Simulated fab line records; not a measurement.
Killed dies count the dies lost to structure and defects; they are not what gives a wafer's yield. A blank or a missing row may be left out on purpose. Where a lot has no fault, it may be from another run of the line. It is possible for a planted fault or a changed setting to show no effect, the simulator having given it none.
Which tool was responsible? ; flow sky130 ; 12 lots with 36 wafers sampled at 5 steps, on a route of 708 steps

## WHAT THE GAUGES READ, wafer by wafer
SKY_NWELL_RS_MEAS_31: the measuring method here is four-point-probe.
lot;measured;on;PWDE_RS (ohm/sq)
L118;day 5 13:44;filmMetro-03;5267 5283 5278
L119;day 5 17:02;filmMetro-02;5272 5248 5255
L122;day 6 21:13;filmMetro-01;5272 5267 5260
L129;day 8 09:44;filmMetro-02;5302 5307 5294
L130;day 8 14:41;filmMetro-01;5288 5267 5269
L131;day 8 19:15;filmMetro-02;5273 5302 5287
L133;day 9 06:16;filmMetro-02;5248 5251 5259
L134;day 9 11:49;filmMetro-02;5282 5279 5294
L137;day 10 07:49;filmMetro-01;5276 5278 5270
L138;day 10 23:39;filmMetro-02;5275 5249 5286
L139;day 11 03:04;filmMetro-01;5292 5289 5290
L140;day 11 03:58;filmMetro-01;5285 5283 5276

SKY_GATE_OXIDE_TW_MEAS_14.
lot;measured;on;GATE_OXIDE_TW
L118;day 13 22:00;filmMetro-01;226.8 228.4 228.3
L119;day 14 08:24;filmMetro-01;228.4 227.6 227.3
L122;day 16 00:13;filmMetro-01;228.6 227.3 226.9
L129;day 17 22:56;filmMetro-01;246.2 245.6 246.2
L130;day 18 06:57;filmMetro-03;241.3 240.5 240.6
L131;day 18 11:15;filmMetro-02;223.6 222.0 222.4
L133;day 19 03:02;filmMetro-02;223.1 222.8 223.4
L134;day 19 18:44;filmMetro-03;223.8 223.1 224.5
L137;day 20 19:13;filmMetro-02;223.0 225.1 224.4
L138;day 21 19:11;filmMetro-03;224.7 224.7 224.6
L139;day 21 23:04;filmMetro-01;229.0 228.8 228.7
L140;day 22 00:59;filmMetro-01;230.1 229.2 229.4

SKY_RES_PROTECT_TW_MEAS_08.
lot;measured;on;POLY_GATE_TW
L118;day 15 03:20;filmMetro-03;4034 4040 4032
L119;day 15 14:17;filmMetro-02;4002 3992 3995
L122;day 17 09:25;filmMetro-03;4052 4055 4056
L129;day 19 09:32;filmMetro-02;4042 4046 4052
L130;day 19 17:16;filmMetro-02;4027 4008 4015
L131;day 19 22:49;filmMetro-04;4010 4028 4041
L133;day 20 14:06;filmMetro-03;4035 4034 4026
L134;day 21 04:45;filmMetro-04;4008 4000 4008
L137;day 22 04:57;filmMetro-03;4056 4062 4067
L138;day 23 04:05;filmMetro-04;4030 4016 4007
L139;day 23 08:57;filmMetro-04;4022 4025 4034
L140;day 23 10:38;filmMetro-03;4039 4029 4021

## WHAT TOOL EACH LOT RAN ON (gives the tool, then ch and the chambers of the sampled wafers, and finally the start)
lot;SKY_NWELL_STRIP_14;SKY_GATE_OXIDE_IMPLANT_11
L118;plasmaAsher-04 ch 0,1, day 4 19:18;implanter-04 ch 0, day 13 21:40
L119;plasmaAsher-03 ch 0,1, day 4 22:12;implanter-04 ch 0, day 14 08:03
L122;plasmaAsher-04 ch 0,1, day 6 01:36;implanter-03 ch 0, day 15 23:52
L129;plasmaAsher-02 ch 0,1, day 7 13:15;implanter-04 ch 0, day 17 22:35
L130;plasmaAsher-02 ch 0,1, day 7 16:43;implanter-04 ch 0, day 18 06:30
L131;plasmaAsher-04 ch 0,1, day 7 22:11;implanter-03 ch 0, day 18 10:53
L133;plasmaAsher-04 ch 0,1, day 8 09:10;implanter-01 ch 0, day 19 02:43
L134;plasmaAsher-03 ch 0,1, day 8 14:57;implanter-03 ch 0, day 19 18:23
L137;plasmaAsher-04 ch 0,1, day 9 09:08;implanter-01 ch 0, day 20 18:52
L138;plasmaAsher-03 ch 0,1, day 10 00:52;implanter-03 ch 0, day 21 18:50
L139;plasmaAsher-03 ch 0,1, day 10 04:37;implanter-03 ch 0, day 21 22:43
L140;plasmaAsher-04 ch 0,1, day 10 04:45;implanter-03 ch 0, day 22 00:38
- SKY_NWELL_STRIP_14: strips in O2/N2.
- SKY_GATE_OXIDE_IMPLANT_11

## WHAT THE TOOLS THEMSELVES READ (means of the sampled wafers that have a number; where no wafer has one, the mark that the record gives instead)
SKY_NWELL_STRIP_14.
lot;tool;drypumpMotorCurrentA (A);o2FlowSccm (sccm);oesProductAu (a.u.);stripTimeToEndpointS (s)
L118;plasmaAsher-04;5.1;3003;0.724;36.87
L119;plasmaAsher-03;5.3;3001;0.720;36.97
L122;plasmaAsher-04;5.4;3002;0.723;36.84
L129;plasmaAsher-02;6.3;2990;0.722;36.68
L130;plasmaAsher-02;6.2;3008;0.724;36.77
L131;plasmaAsher-04;5.1;3006;0.723;36.80
L133;plasmaAsher-04;5.1;3001;0.720;36.84
L134;plasmaAsher-03;5.4;3000;0.725;37.03
L137;plasmaAsher-04;5.1;3003;0.724;36.91
L138;plasmaAsher-03;5.4;2992;0.722;37.01
L139;plasmaAsher-03;5.4;2996;0.725;36.98
L140;plasmaAsher-04;5.1;2997;0.724;36.88

SKY_GATE_OXIDE_IMPLANT_11.
lot;tool;doseIonsCm2;faradayCurrentUA
L118;implanter-04;2.6e+12;14.47
L119;implanter-04;2.6e+12;14.77
L122;implanter-03;2.6e+12;14.73
L129;implanter-04;3.4e+12;19.23
L130;implanter-04;3.4e+12;18.79
L131;implanter-03;2.6e+12;14.79
L133;implanter-01;2.6e+12;14.83
L134;implanter-03;2.6e+12;14.86
L137;implanter-01;2.6e+12;15.05
L138;implanter-03;2.6e+12;14.97
L139;implanter-03;2.6e+12;14.65
L140;implanter-03;2.6e+12;14.35

## THE ANSWER, worked out from the rows above alone
Rule: the usual values come from the lots themselves. Put in order of their means at a reading, lots are off if they are a third of the lots or fewer, leave a main group of 4 or more, and stand apart from it by a gap of 3 or more times the standard deviation of the main group's means; of several such gaps the widest counts. Not used: any main group whose means are identical at the precision the tables above print for the reading. A lot without any number at a reading at which 4 lots or more have one is off too. All remaining lots with rows at the step are treated as sound. First the gauges in route order, then the tools' own readings, where a lot's mean is used as printed above. The first step at which some lot is off is used, and at that step the reading that is off furthest; a lot without a number counts as furthest.
Off: L129, L130, seen at SKY_GATE_OXIDE_TW_MEAS_14 (GATE_OXIDE_TW). For the main group the mean is 226.0 and the standard deviation 2.4.
A tool fits if, at a process step before that reading, it ran every lot that is off, and no sound lot after the first of them. The gauges at SKY_GATE_OXIDE_TW_MEAS_14 aren't tried: what is off there is off at SKY_NWELL_STRIP_14 too, on other tools, and a gauge's error can't cause that. Undecided on this evidence; 2 tools fit (plasmaAsher-02 at SKY_NWELL_STRIP_14, implanter-04 at SKY_GATE_OXIDE_IMPLANT_11).

## WHAT THE SIMULATOR PUT IN
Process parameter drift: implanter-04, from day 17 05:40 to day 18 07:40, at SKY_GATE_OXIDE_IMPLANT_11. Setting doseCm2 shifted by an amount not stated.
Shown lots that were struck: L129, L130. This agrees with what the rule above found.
